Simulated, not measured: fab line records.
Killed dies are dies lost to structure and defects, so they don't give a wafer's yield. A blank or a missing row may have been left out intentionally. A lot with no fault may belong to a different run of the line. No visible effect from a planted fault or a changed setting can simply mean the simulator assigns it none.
One fault through the eyes of 2 desks	flow gf180mcu	numbers are kept per desk, each desk with only its own; the story behind them comes last

AT THE TOOL OWNER'S DESK: pvd-sputter-01
The tool's own readings at GF_MIM_SPUTTER_00 (material Ti, target thk 37.5 nm, time 150 s): means of the sampled wafers that have a number, for each lot that ran on this tool. Any lot whose mean is over 4 standard deviations away from the usual mean is out of limits and marked OUT; that distance is given in the brackets.
Columns: A = substrate-temp-c at GF_MIM_SPUTTER_00, usual 199.96 C; B = throttle-valve-pct at GF_MIM_SPUTTER_00, usual 29.8 %
lot	first seen here	A	B
L899	day 28 08:13	199.96	31.0
L911	day 31 20:06	199.94	30.9
Result from this desk: across the 2 lots, nothing is out of limits.

AT THE METROLOGY DESK
Means of the sampled wafers that have a number, per lot and without regard to the tool the lot ran on: this is what the gauges read. Any lot whose mean is over 4 standard deviations away from the usual mean is out of limits and marked OUT; that distance is given in the brackets.
Columns: A = V4_OVL at GF_V4_OVL_MEAS_15, usual 1 nm; B = V4_W_RS at GF_V4_RS_MEAS_24, usual 0.330 ohm/sq; C = V4_W_THK at GF_V4_THK_MEAS_25, usual 369 nm; D = MIM_CVD_05_THK at GF_MIM_THK_MEAS_06, usual 42.3 nm; E = MIM_ALCU_RS at GF_MIM_RS_MEAS_10, usual 0.1604 ohm/sq; F = MIM_ALCU_THK at GF_MIM_THK_MEAS_11, usual 204.1 nm
lot	first seen here	A	B	C	D	E	F
L899	day 28 06:49	4	0.332	369	42.2	0.1610	204.1
L906	day 30 11:38	8	0.331	370	41.7	0.1596	205.3
L907	day 30 15:53	-2	0.327	373	42.8	0.1571	208.9
L910	day 31 16:02	8	0.338	363	41.8	0.1596	204.2
L911	day 31 18:42	1	0.326	365	42.7	0.1627	203.1
Result from this desk: across the 5 lots, nothing is out of limits.

ALL TOGETHER
The desk of the tool owner found nothing out of limits.
Nothing out of limits was seen by the metrology desk.

WHAT WAS PUT IN BY THE SIMULATOR
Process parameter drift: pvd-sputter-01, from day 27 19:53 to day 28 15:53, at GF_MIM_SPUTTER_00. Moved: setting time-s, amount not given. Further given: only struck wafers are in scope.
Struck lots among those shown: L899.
